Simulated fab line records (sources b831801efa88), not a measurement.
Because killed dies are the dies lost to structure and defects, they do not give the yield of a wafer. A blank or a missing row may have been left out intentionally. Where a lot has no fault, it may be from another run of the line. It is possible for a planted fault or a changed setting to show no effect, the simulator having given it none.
Which tool is to blame? :: flow gf180mcu :: 42 wafers from 14 lots sampled at 4 of the route's 602 steps

## WHAT THE GAUGES SHOWED, per wafer
GF_V1_THK_MEAS_01. Usual: for V1_CVD_00_THK the level is 600 nm and the standard deviation is 6.3.
lot: L112
measured: day 17 02:13
on: filmMetro-01
V1_CVD_00_THK (nm): 590 587 600
flag: 

lot: L115
measured: day 18 12:27
on: filmMetro-01
V1_CVD_00_THK (nm): 604 600 595
flag: 

lot: L116
measured: day 18 20:38
on: filmMetro-03
V1_CVD_00_THK (nm): 597 596 592
flag: 

lot: L117
measured: day 19 07:42
on: filmMetro-02
V1_CVD_00_THK (nm): 606 598 603
flag: 

lot: L119
measured: day 20 00:18
on: filmMetro-03
V1_CVD_00_THK (nm): 600 609 593
flag: 

lot: L120
measured: day 20 04:01
on: filmMetro-03
V1_CVD_00_THK (nm): 598 600
flag: 

lot: L123
measured: day 21 06:23
on: filmMetro-02
V1_CVD_00_THK (nm): 605 597
flag: 

lot: L122
measured: day 21 08:02
on: filmMetro-01
V1_CVD_00_THK (nm): 591
flag: 

lot: L127
measured: day 22 21:37
on: filmMetro-03
V1_CVD_00_THK (nm): 609 615 601
flag: 

lot: L130
measured: day 24 02:19
on: filmMetro-01
V1_CVD_00_THK (nm): 596 610 608
flag: 

lot: L131
measured: day 24 14:32
on: filmMetro-01
V1_CVD_00_THK (nm): 599 601 595
flag: 

lot: L133
measured: day 24 18:55
on: filmMetro-01
V1_CVD_00_THK (nm): 597 595 601
flag: 

lot: L134
measured: day 25 08:41
on: filmMetro-02
V1_CVD_00_THK (nm): 589 590 593
flag: 

lot: L135
measured: day 25 18:08
on: filmMetro-02
V1_CVD_00_THK (nm): 606 599 604
flag: 

## WHICH TOOL RAN EACH LOT (tool, then ch and the chambers of the sampled wafers, then the start)
lot: L112
GF_CONTACT_SPUTTER_23: pvdSputter-03, day 16 01:53
GF_CONTACT_CVD_24: cvdW-01 ch 0,1, day 16 01:55
GF_CONTACT_CMP_27: cmp-01 ch 1,2, day 16 02:12

lot: L115
GF_CONTACT_SPUTTER_23: pvdSputter-03, day 17 10:33
GF_CONTACT_CVD_24: cvdW-02 ch 0,1, day 17 10:36
GF_CONTACT_CMP_27: cmp-01 ch 0,1,2, day 17 11:00

lot: L116
GF_CONTACT_SPUTTER_23: pvdSputter-02, day 17 19:08
GF_CONTACT_CVD_24: cvdW-02 ch 0,1, day 17 19:11
GF_CONTACT_CMP_27: cmp-01 ch 1,2,3, day 17 19:34

lot: L117
GF_CONTACT_SPUTTER_23: pvdSputter-03, day 18 05:27
GF_CONTACT_CVD_24: cvdW-02 ch 1, day 18 05:29
GF_CONTACT_CMP_27: cmp-01 ch 0,2, day 18 05:53

lot: L119
GF_CONTACT_SPUTTER_23: pvdSputter-01, day 18 22:02
GF_CONTACT_CVD_24: cvdW-02 ch 0,1, day 18 22:05
GF_CONTACT_CMP_27: cmp-01 ch 1,2,3, day 18 22:22

lot: L120
GF_CONTACT_SPUTTER_23: pvdSputter-02, day 19 02:20
GF_CONTACT_CVD_24: cvdW-02 ch 0,1, day 19 02:24
GF_CONTACT_CMP_27: cmp-01 ch 0,2,3, day 19 02:48

lot: L123
GF_CONTACT_SPUTTER_23: pvdSputter-02, day 20 04:46
GF_CONTACT_CVD_24: cvdW-01 ch 0,1, day 20 04:48
GF_CONTACT_CMP_27: cmp-01 ch 0,1,3, day 20 05:05

lot: L122
GF_CONTACT_SPUTTER_23: pvdSputter-02, day 20 06:23
GF_CONTACT_CVD_24: cvdW-01 ch 0,1, day 20 06:26
GF_CONTACT_CMP_27: cmp-01 ch 1,2,3, day 20 06:43

lot: L127
GF_CONTACT_SPUTTER_23: pvdSputter-01, day 21 21:00
GF_CONTACT_CVD_24: cvdW-02 ch 0,1, day 21 21:02
GF_CONTACT_CMP_27: cmp-02 ch 0,1,2, day 21 21:25

lot: L130
GF_CONTACT_SPUTTER_23: pvdSputter-01, day 23 02:20
GF_CONTACT_CVD_24: cvdW-02 ch 0,1, day 23 02:24
GF_CONTACT_CMP_27: cmp-01 ch 1,2, day 23 02:42

lot: L131
GF_CONTACT_SPUTTER_23: pvdSputter-02, day 23 13:23
GF_CONTACT_CVD_24: cvdW-02 ch 0,1, day 23 13:25
GF_CONTACT_CMP_27: cmp-01 ch 0,2,3, day 23 14:16

lot: L133
GF_CONTACT_SPUTTER_23: pvdSputter-02, day 23 19:09
GF_CONTACT_CVD_24: cvdW-02 ch 1, day 23 19:11
GF_CONTACT_CMP_27: cmp-01 ch 0,1, day 23 19:31

lot: L134
GF_CONTACT_SPUTTER_23: pvdSputter-01, day 24 08:56
GF_CONTACT_CVD_24: cvdW-01 ch 0,1, day 24 08:58
GF_CONTACT_CMP_27: cmp-01 ch 0,1,3, day 24 09:15

lot: L135
GF_CONTACT_SPUTTER_23: pvdSputter-03, day 24 18:55
GF_CONTACT_CVD_24: cvdW-02 ch 0,1, day 24 18:58
GF_CONTACT_CMP_27: cmp-01 ch 0,1,3, day 24 19:24
- GF_CONTACT_SPUTTER_23: material TiN, target thk 10 nm, time 40 s.
- GF_CONTACT_CVD_24: deposits W, target thk 300 nm, time 90.339 s.
- GF_CONTACT_CMP_27: polishes, stops on SiO2, t overpolish 15 s, target thk 0 nm.

## AS READ BY THE TOOLS THEMSELVES (means over the sampled wafers that have a number; for cases with no such wafer, the mark the record gives instead)
GF_CONTACT_SPUTTER_23. Usual: throttleValvePct reads 31.0 % (standard deviation 1).
lot: L112
tool: pvdSputter-03
throttleValvePct (%): 30.3
flag: 

lot: L115
tool: pvdSputter-03
throttleValvePct (%): 29.5
flag: 

lot: L116
tool: pvdSputter-02
throttleValvePct (%): 31.7
flag: 

lot: L117
tool: pvdSputter-03
throttleValvePct (%): 29.4
flag: 

lot: L119
tool: pvdSputter-01
throttleValvePct (%): 31.1
flag: 

lot: L120
tool: pvdSputter-02
throttleValvePct (%): 31.7
flag: 

lot: L123
tool: pvdSputter-02
throttleValvePct (%): 31.6
flag: 

lot: L122
tool: pvdSputter-02
throttleValvePct (%): 31.7
flag: 

lot: L127
tool: pvdSputter-01
throttleValvePct (%): 30.8
flag: 

lot: L130
tool: pvdSputter-01
throttleValvePct (%): 30.5
flag: 

lot: L131
tool: pvdSputter-02
throttleValvePct (%): 31.9
flag: 

lot: L133
tool: pvdSputter-02
throttleValvePct (%): 32.0
flag: 

lot: L134
tool: pvdSputter-01
throttleValvePct (%): 31.1
flag: 

lot: L135
tool: pvdSputter-03
throttleValvePct (%): 29.3
flag: 

GF_CONTACT_CVD_24. Usual: heaterPowerW reads 954 W (standard deviation 130).
lot: L112
tool: cvdW-01
heaterPowerW (W): 867
flag: 

lot: L115
tool: cvdW-02
heaterPowerW (W): 948
flag: 

lot: L116
tool: cvdW-02
heaterPowerW (W): 1047
flag: 

lot: L117
tool: cvdW-02
heaterPowerW (W): 857
flag: 

lot: L119
tool: cvdW-02
heaterPowerW (W): 1042
flag: 

lot: L120
tool: cvdW-02
heaterPowerW (W): 1032
flag: 

lot: L123
tool: cvdW-01
heaterPowerW (W): 824
flag: 

lot: L122
tool: cvdW-01
heaterPowerW (W): 834
flag: 

lot: L127
tool: cvdW-02
heaterPowerW (W): 978
flag: 

lot: L130
tool: cvdW-02
heaterPowerW (W): 1058
flag: 

lot: L131
tool: cvdW-02
heaterPowerW (W): 1049
flag: 

lot: L133
tool: cvdW-02
heaterPowerW (W): 872
flag: 

lot: L134
tool: cvdW-01
heaterPowerW (W): 845
flag: 

lot: L135
tool: cvdW-02
heaterPowerW (W): 1070
flag: 

GF_CONTACT_CMP_27. Usual: motorCurrentA 11.3 A, standard deviation 0.73; overpolishRunS 15.000 s, standard deviation 0.0098; timeToEndpointS 74.7 s, standard deviation 2.8.
lot: L112
tool: cmp-01
motorCurrentA (A): 10.8
overpolishRunS (s): 14.994
timeToEndpointS (s): 75.8
flag: 

lot: L115
tool: cmp-01
motorCurrentA (A): 11.0
overpolishRunS (s): 15.005
timeToEndpointS (s): 78.4
flag: 

lot: L116
tool: cmp-01
motorCurrentA (A): 11.5
overpolishRunS (s): 14.998
timeToEndpointS (s): 77.1
flag: 

lot: L117
tool: cmp-01
motorCurrentA (A): 11.2
overpolishRunS (s): 14.999
timeToEndpointS (s): 73.7
flag: 

lot: L119
tool: cmp-01
motorCurrentA (A): 11.5
overpolishRunS (s): 14.990
timeToEndpointS (s): 76.0
flag: 

lot: L120
tool: cmp-01
motorCurrentA (A): 11.4
overpolishRunS (s): 10.002
timeToEndpointS (s): 88.2
flag: OFF

lot: L123
tool: cmp-01
motorCurrentA (A): 10.9
overpolishRunS (s): 10.018
timeToEndpointS (s): 87.0
flag: OFF

lot: L122
tool: cmp-01
motorCurrentA (A): 11.6
overpolishRunS (s): 5.028
timeToEndpointS (s): 98.3
flag: OFF

lot: L127
tool: cmp-02
motorCurrentA (A): 11.4
overpolishRunS (s): 14.999
timeToEndpointS (s): 75.9
flag: 

lot: L130
tool: cmp-01
motorCurrentA (A): 11.2
overpolishRunS (s): 14.994
timeToEndpointS (s): 71.2
flag: 

lot: L131
tool: cmp-01
motorCurrentA (A): 11.2
overpolishRunS (s): 14.997
timeToEndpointS (s): 74.2
flag: 

lot: L133
tool: cmp-01
motorCurrentA (A): 10.8
overpolishRunS (s): 14.998
timeToEndpointS (s): 72.3
flag: 

lot: L134
tool: cmp-01
motorCurrentA (A): 11.2
overpolishRunS (s): 15.007
timeToEndpointS (s): 71.6
flag: 

lot: L135
tool: cmp-01
motorCurrentA (A): 11.1
overpolishRunS (s): 14.993
timeToEndpointS (s): 75.6
flag: 

## THE ANSWER, worked out from the rows above alone
Rule: a lot is off if the mean of its wafers that have a number lies more than 3 standard deviations from the usual mean. A lot without any number at a reading at which 4 lots or more have one is off too. Any other lot the step has rows for is counted as sound. Order of review: gauges by route order, followed by the tools' own readings, for which a lot's mean as printed above is used. The first step at which some lot is off is used, and at that step the reading that is off furthest; a lot without a number counts as furthest.
Off, at GF_CONTACT_CMP_27 on overpolishRunS: L120, L123, L122.
A tool fits if, at that step or a process step before it, it ran every lot that is off, and no sound lot after the first of them. No candidate that was tried fits.

## WHAT HAD BEEN PUT IN BY THE SIMULATOR
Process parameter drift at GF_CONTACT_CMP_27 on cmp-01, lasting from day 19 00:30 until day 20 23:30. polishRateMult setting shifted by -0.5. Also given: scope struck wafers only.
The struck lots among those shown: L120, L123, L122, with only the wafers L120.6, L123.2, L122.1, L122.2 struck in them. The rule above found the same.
